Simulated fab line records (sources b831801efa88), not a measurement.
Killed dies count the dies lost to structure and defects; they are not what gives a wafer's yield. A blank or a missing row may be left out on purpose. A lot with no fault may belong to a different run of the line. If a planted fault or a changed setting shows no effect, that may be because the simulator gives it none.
Which tool is to blame? || flow gf180mcu || Sampling: 12 lots, 36 wafers, 6 of 602 route steps

WHAT THE GAUGES READ, wafer by wafer
GF_PSD_RS_MEAS_14: the measuring method here is four-point-probe. Usual: NSD_RS typically reads 46.14 ohm/sq, with standard deviation 0.083.
{"lot": "L414", "measured": "day 14 09:46", "on": "filmMetro-02", "NSD_RS (ohm/sq)": "46.19 46.24 46.05", "flag": ""}
{"lot": "L415", "measured": "day 14 19:15", "on": "filmMetro-02", "NSD_RS (ohm/sq)": "46.04 46.06 46.07", "flag": ""}
{"lot": "L416", "measured": "day 15 02:52", "on": "filmMetro-04", "NSD_RS (ohm/sq)": "46.28 46.20 46.27", "flag": ""}
{"lot": "L419", "measured": "day 16 03:35", "on": "filmMetro-02", "NSD_RS (ohm/sq)": "44.60 44.64 44.73", "flag": "OFF"}
{"lot": "L420", "measured": "day 16 16:14", "on": "filmMetro-03", "NSD_RS (ohm/sq)": "44.75 44.78 44.70", "flag": "OFF"}
{"lot": "L421", "measured": "day 17 01:02", "on": "filmMetro-03", "NSD_RS (ohm/sq)": "44.65 44.69 44.63", "flag": "OFF"}
{"lot": "L428", "measured": "day 19 17:45", "on": "filmMetro-02", "NSD_RS (ohm/sq)": "46.00 46.15 46.11", "flag": ""}
{"lot": "L431", "measured": "day 20 20:25", "on": "filmMetro-04", "NSD_RS (ohm/sq)": "46.19 46.32 46.22", "flag": ""}
{"lot": "L432", "measured": "day 21 00:37", "on": "filmMetro-03", "NSD_RS (ohm/sq)": "46.04 46.01 46.04", "flag": ""}
{"lot": "L433", "measured": "day 21 09:38", "on": "filmMetro-03", "NSD_RS (ohm/sq)": "45.99 45.98 45.93", "flag": ""}
{"lot": "L435", "measured": "day 22 02:16", "on": "filmMetro-03", "NSD_RS (ohm/sq)": "46.07 46.12 46.06", "flag": ""}
{"lot": "L436", "measured": "day 22 11:58", "on": "filmMetro-04", "NSD_RS (ohm/sq)": "46.15 46.13 46.10", "flag": ""}

GF_M3_OVL_MEAS_15. Usual: M3_OVL typically reads -1 nm, with standard deviation 4.7.
{"lot": "L414", "measured": "day 21 13:20", "on": "overlay-02", "M3_OVL (nm)": "-6 -2 -9", "flag": ""}
{"lot": "L415", "measured": "day 22 00:56", "on": "overlay-01", "M3_OVL (nm)": "3 4 -5", "flag": ""}
{"lot": "L416", "measured": "day 22 07:11", "on": "overlay-02", "M3_OVL (nm)": "-2 -7 3", "flag": ""}
{"lot": "L419", "measured": "day 23 11:17", "on": "overlay-01", "M3_OVL (nm)": "-9 6 4", "flag": ""}
{"lot": "L420", "measured": "day 23 23:53", "on": "overlay-02", "M3_OVL (nm)": "-7 -10 -7", "flag": ""}
{"lot": "L421", "measured": "day 24 05:17", "on": "overlay-02", "M3_OVL (nm)": "-3 3 7", "flag": ""}
{"lot": "L428", "measured": "day 26 19:38", "on": "overlay-01", "M3_OVL (nm)": "3 2 -4", "flag": ""}
{"lot": "L431", "measured": "day 27 18:05", "on": "overlay-01", "M3_OVL (nm)": "0 -6 -6", "flag": ""}
{"lot": "L432", "measured": "day 27 18:41", "on": "overlay-01", "M3_OVL (nm)": "-4 -1 -5", "flag": ""}
{"lot": "L433", "measured": "day 28 02:29", "on": "overlay-01", "M3_OVL (nm)": "3 3 -3", "flag": ""}
{"lot": "L435", "measured": "day 28 18:35", "on": "overlay-02", "M3_OVL (nm)": "-7 -4 -8", "flag": ""}
{"lot": "L436", "measured": "day 29 01:20", "on": "overlay-02", "M3_OVL (nm)": "1 3 8", "flag": ""}

GF_V3_OVL_MEAS_15. Usual: V3_OVL typically reads 4 nm, with standard deviation 5.7.
{"lot": "L414", "measured": "day 22 14:04", "on": "overlay-01", "V3_OVL (nm)": "3 7 2", "flag": ""}
{"lot": "L415", "measured": "day 23 01:22", "on": "overlay-01", "V3_OVL (nm)": "2 3 11", "flag": ""}
{"lot": "L416", "measured": "day 23 08:08", "on": "overlay-02", "V3_OVL (nm)": "12 13 10", "flag": ""}
{"lot": "L419", "measured": "day 24 11:08", "on": "overlay-02", "V3_OVL (nm)": "8 11 0", "flag": ""}
{"lot": "L420", "measured": "day 24 23:01", "on": "overlay-01", "V3_OVL (nm)": "8 10 9", "flag": ""}
{"lot": "L421", "measured": "day 25 04:04", "on": "overlay-02", "V3_OVL (nm)": "5 5 0", "flag": ""}
{"lot": "L428", "measured": "day 27 16:59", "on": "overlay-01", "V3_OVL (nm)": "12 6 0", "flag": ""}
{"lot": "L431", "measured": "day 28 14:59", "on": "overlay-02", "V3_OVL (nm)": "4 -1 -1", "flag": ""}
{"lot": "L432", "measured": "day 28 15:20", "on": "overlay-02", "V3_OVL (nm)": "10 9 0", "flag": ""}
{"lot": "L433", "measured": "day 28 23:28", "on": "overlay-01", "V3_OVL (nm)": "-4 -2 4", "flag": ""}
{"lot": "L435", "measured": "day 29 14:25", "on": "overlay-02", "V3_OVL (nm)": "2 -4 6", "flag": ""}
{"lot": "L436", "measured": "day 29 21:38", "on": "overlay-02", "V3_OVL (nm)": "2 7 -2", "flag": ""}

GF_M4_CD_MEAS_14: the cd target is 280 nm. Usual: cdNm reads 280.4 nm (standard deviation 0.99).
{"lot": "L414", "measured": "day 23 14:58", "on": "cdSem-02", "cdNm (nm)": "280.2 280.6 279.1", "flag": ""}
{"lot": "L415", "measured": "day 24 01:39", "on": "cdSem-02", "cdNm (nm)": "281.3 280.7 281.3", "flag": ""}
{"lot": "L416", "measured": "day 24 07:42", "on": "cdSem-02", "cdNm (nm)": "279.6 280.7 278.5", "flag": ""}
{"lot": "L419", "measured": "day 25 09:38", "on": "cdSem-02", "cdNm (nm)": "279.5 279.8 279.6", "flag": ""}
{"lot": "L420", "measured": "day 25 21:44", "on": "cdSem-02", "cdNm (nm)": "282.0 280.3 281.3", "flag": ""}
{"lot": "L421", "measured": "day 26 02:23", "on": "cdSem-01", "cdNm (nm)": "279.7 279.4 279.3", "flag": ""}
{"lot": "L428", "measured": "day 28 14:20", "on": "cdSem-01", "cdNm (nm)": "281.0 280.4 279.0", "flag": ""}
{"lot": "L431", "measured": "day 29 11:34", "on": "cdSem-01", "cdNm (nm)": "279.5 278.7 278.5", "flag": ""}
{"lot": "L432", "measured": "day 29 11:56", "on": "cdSem-01", "cdNm (nm)": "282.0 282.4 282.7", "flag": ""}
{"lot": "L433", "measured": "day 29 19:47", "on": "cdSem-02", "cdNm (nm)": "280.6 280.8 280.1", "flag": ""}
{"lot": "L435", "measured": "day 30 10:10", "on": "cdSem-01", "cdNm (nm)": "278.9 279.9 278.9", "flag": ""}
{"lot": "L436", "measured": "day 30 17:04", "on": "cdSem-01", "cdNm (nm)": "280.2 280.3 280.4", "flag": ""}

WHICH TOOL RAN EACH LOT (tool, then ch and the chambers of the sampled wafers, then the start)
{"lot": "L414", "GF_NSD_IMPLANT_09": "implanter-01 ch 0, day 13 12:20", "GF_NSD_STRIP_11": "plasmaAsher-01 ch 0,1, day 13 12:37"}
{"lot": "L415", "GF_NSD_IMPLANT_09": "implanter-03 ch 0, day 13 22:16", "GF_NSD_STRIP_11": "plasmaAsher-01 ch 0,1, day 13 22:34"}
{"lot": "L416", "GF_NSD_IMPLANT_09": "implanter-01 ch 0, day 14 05:37", "GF_NSD_STRIP_11": "plasmaAsher-01 ch 1, day 14 05:55"}
{"lot": "L419", "GF_NSD_IMPLANT_09": "implanter-03 ch 0, day 15 05:01", "GF_NSD_STRIP_11": "plasmaAsher-01 ch 0,1, day 15 05:18"}
{"lot": "L420", "GF_NSD_IMPLANT_09": "implanter-03 ch 0, day 15 17:24", "GF_NSD_STRIP_11": "plasmaAsher-02 ch 0,1, day 15 17:40"}
{"lot": "L421", "GF_NSD_IMPLANT_09": "implanter-03 ch 0, day 16 01:55", "GF_NSD_STRIP_11": "plasmaAsher-01 ch 0,1, day 16 02:12"}
{"lot": "L428", "GF_NSD_IMPLANT_09": "implanter-01 ch 0, day 18 17:02", "GF_NSD_STRIP_11": "plasmaAsher-01 ch 0,1, day 18 17:19"}
{"lot": "L431", "GF_NSD_IMPLANT_09": "implanter-03 ch 0, day 19 19:07", "GF_NSD_STRIP_11": "plasmaAsher-01 ch 0,1, day 19 19:25"}
{"lot": "L432", "GF_NSD_IMPLANT_09": "implanter-01 ch 0, day 19 23:36", "GF_NSD_STRIP_11": "plasmaAsher-01 ch 0, day 19 23:52"}
{"lot": "L433", "GF_NSD_IMPLANT_09": "implanter-01 ch 0, day 20 08:29", "GF_NSD_STRIP_11": "plasmaAsher-01 ch 0,1, day 20 08:46"}
{"lot": "L435", "GF_NSD_IMPLANT_09": "implanter-01 ch 0, day 21 02:11", "GF_NSD_STRIP_11": "plasmaAsher-01 ch 0,1, day 21 02:28"}
{"lot": "L436", "GF_NSD_IMPLANT_09": "implanter-03 ch 0, day 21 11:37", "GF_NSD_STRIP_11": "plasmaAsher-01 ch 0,1, day 21 11:55"}
- GF_NSD_IMPLANT_09
- GF_NSD_STRIP_11: strips in O2/N2.

WHAT THE TOOLS THEMSELVES READ (means of the sampled wafers that have a number; where no wafer has one, the mark that the record gives instead)
GF_NSD_IMPLANT_09. Usual: beamOnS 19.0 s, standard deviation 1.7; doseIonsCm2 4e+15, standard deviation 3.9e+12; endStationPressureTorr 1.28e-05 Torr, standard deviation 1.1e-06; tiltDeg 7.004 degrees, standard deviation 0.021.
{"lot": "L414", "tool": "implanter-01", "beamOnS (s)": 21.1, "doseIonsCm2": 4e+15, "endStationPressureTorr (Torr)": 1.11e-05, "tiltDeg (degrees)": 7.006, "flag": ""}
{"lot": "L415", "tool": "implanter-03", "beamOnS (s)": 17.5, "doseIonsCm2": 4e+15, "endStationPressureTorr (Torr)": 1.33e-05, "tiltDeg (degrees)": 7.020, "flag": ""}
{"lot": "L416", "tool": "implanter-01", "beamOnS (s)": 20.7, "doseIonsCm2": 4e+15, "endStationPressureTorr (Torr)": 1.15e-05, "tiltDeg (degrees)": 7.023, "flag": ""}
{"lot": "L419", "tool": "implanter-03", "beamOnS (s)": 25.5, "doseIonsCm2": 6e+15, "endStationPressureTorr (Torr)": 1.26e-05, "tiltDeg (degrees)": 7.016, "flag": "OFF"}
{"lot": "L420", "tool": "implanter-03", "beamOnS (s)": 25.7, "doseIonsCm2": 6e+15, "endStationPressureTorr (Torr)": 1.24e-05, "tiltDeg (degrees)": 7.033, "flag": "OFF"}
{"lot": "L421", "tool": "implanter-03", "beamOnS (s)": 25.1, "doseIonsCm2": 6e+15, "endStationPressureTorr (Torr)": 1.27e-05, "tiltDeg (degrees)": 7.024, "flag": "OFF"}
{"lot": "L428", "tool": "implanter-01", "beamOnS (s)": 21.0, "doseIonsCm2": 4e+15, "endStationPressureTorr (Torr)": 1.18e-05, "tiltDeg (degrees)": 7.027, "flag": ""}
{"lot": "L431", "tool": "implanter-03", "beamOnS (s)": 17.3, "doseIonsCm2": 4e+15, "endStationPressureTorr (Torr)": 1.38e-05, "tiltDeg (degrees)": 6.988, "flag": ""}
{"lot": "L432", "tool": "implanter-01", "beamOnS (s)": 21.4, "doseIonsCm2": 4e+15, "endStationPressureTorr (Torr)": 1.16e-05, "tiltDeg (degrees)": 7.009, "flag": ""}
{"lot": "L433", "tool": "implanter-01", "beamOnS (s)": 21.3, "doseIonsCm2": 4e+15, "endStationPressureTorr (Torr)": 1.24e-05, "tiltDeg (degrees)": 7.002, "flag": ""}
{"lot": "L435", "tool": "implanter-01", "beamOnS (s)": 20.9, "doseIonsCm2": 4e+15, "endStationPressureTorr (Torr)": 1.16e-05, "tiltDeg (degrees)": 6.972, "flag": ""}
{"lot": "L436", "tool": "implanter-03", "beamOnS (s)": 17.5, "doseIonsCm2": 4e+15, "endStationPressureTorr (Torr)": 1.38e-05, "tiltDeg (degrees)": 6.974, "flag": ""}

GF_NSD_STRIP_11. Usual: drypumpMotorCurrentA 5.8 A, standard deviation 0.47; heaterPowerW 297 W, standard deviation 25; oesProductAu 0.487 a.u., standard deviation 0.0045; platenTempC 249.98 C, standard deviation 0.19; stripTimeToEndpointS 22.99 s, standard deviation 0.04.
{"lot": "L414", "tool": "plasmaAsher-01", "drypumpMotorCurrentA (A)": 5.8, "heaterPowerW (W)": 277, "oesProductAu (a.u.)": 0.489, "platenTempC (C)": 250.00, "stripTimeToEndpointS (s)": 22.97, "flag": ""}
{"lot": "L415", "tool": "plasmaAsher-01", "drypumpMotorCurrentA (A)": 6.1, "heaterPowerW (W)": 284, "oesProductAu (a.u.)": 0.486, "platenTempC (C)": 250.22, "stripTimeToEndpointS (s)": 23.00, "flag": ""}
{"lot": "L416", "tool": "plasmaAsher-01", "drypumpMotorCurrentA (A)": 6.4, "heaterPowerW (W)": 278, "oesProductAu (a.u.)": 0.486, "platenTempC (C)": 250.08, "stripTimeToEndpointS (s)": 22.97, "flag": ""}
{"lot": "L419", "tool": "plasmaAsher-01", "drypumpMotorCurrentA (A)": 5.7, "heaterPowerW (W)": 280, "oesProductAu (a.u.)": 0.476, "platenTempC (C)": 249.79, "stripTimeToEndpointS (s)": 23.85, "flag": "OFF"}
{"lot": "L420", "tool": "plasmaAsher-02", "drypumpMotorCurrentA (A)": 5.6, "heaterPowerW (W)": 313, "oesProductAu (a.u.)": 0.479, "platenTempC (C)": 249.83, "stripTimeToEndpointS (s)": 23.83, "flag": "OFF"}
{"lot": "L421", "tool": "plasmaAsher-01", "drypumpMotorCurrentA (A)": 5.7, "heaterPowerW (W)": 281, "oesProductAu (a.u.)": 0.477, "platenTempC (C)": 250.01, "stripTimeToEndpointS (s)": 23.78, "flag": "OFF"}
{"lot": "L428", "tool": "plasmaAsher-01", "drypumpMotorCurrentA (A)": 6.1, "heaterPowerW (W)": 278, "oesProductAu (a.u.)": 0.490, "platenTempC (C)": 249.90, "stripTimeToEndpointS (s)": 23.01, "flag": ""}
{"lot": "L431", "tool": "plasmaAsher-01", "drypumpMotorCurrentA (A)": 6.1, "heaterPowerW (W)": 282, "oesProductAu (a.u.)": 0.486, "platenTempC (C)": 250.04, "stripTimeToEndpointS (s)": 22.98, "flag": ""}
{"lot": "L432", "tool": "plasmaAsher-01", "drypumpMotorCurrentA (A)": 5.4, "heaterPowerW (W)": 283, "oesProductAu (a.u.)": 0.492, "platenTempC (C)": 250.00, "stripTimeToEndpointS (s)": 23.02, "flag": ""}
{"lot": "L433", "tool": "plasmaAsher-01", "drypumpMotorCurrentA (A)": 5.7, "heaterPowerW (W)": 280, "oesProductAu (a.u.)": 0.485, "platenTempC (C)": 249.72, "stripTimeToEndpointS (s)": 22.99, "flag": ""}
{"lot": "L435", "tool": "plasmaAsher-01", "drypumpMotorCurrentA (A)": 6.1, "heaterPowerW (W)": 276, "oesProductAu (a.u.)": 0.479, "platenTempC (C)": 249.94, "stripTimeToEndpointS (s)": 23.03, "flag": ""}
{"lot": "L436", "tool": "plasmaAsher-01", "drypumpMotorCurrentA (A)": 5.7, "heaterPowerW (W)": 278, "oesProductAu (a.u.)": 0.487, "platenTempC (C)": 249.78, "stripTimeToEndpointS (s)": 23.08, "flag": ""}

THE ANSWER, worked out from the rows above alone
Rule: a lot is off if the mean of its wafers that have a number lies more than 3 standard deviations from the usual mean. Also off: a lot with no number at a reading for which 4 or more lots have one. The other lots that the step has rows for count as sound. After the gauges, taken in route order, come the tools' own readings; for these a lot's mean is taken, as printed above. At the first step where some lot is off, the reading lying furthest off is the one used; lots without a number count as furthest.
Off: L419, L420, L421, seen at GF_PSD_RS_MEAS_14 (NSD_RS).
A tool fits if, at a process step before that reading, it ran every lot that is off, and no sound lot after the first of them. The gauges at GF_PSD_RS_MEAS_14 aren't tried: what is off there is off at GF_NSD_IMPLANT_09 too, on other tools, and a gauge's error can't cause that. Of those tried, none fits.

WHAT WAS PUT IN BY THE SIMULATOR
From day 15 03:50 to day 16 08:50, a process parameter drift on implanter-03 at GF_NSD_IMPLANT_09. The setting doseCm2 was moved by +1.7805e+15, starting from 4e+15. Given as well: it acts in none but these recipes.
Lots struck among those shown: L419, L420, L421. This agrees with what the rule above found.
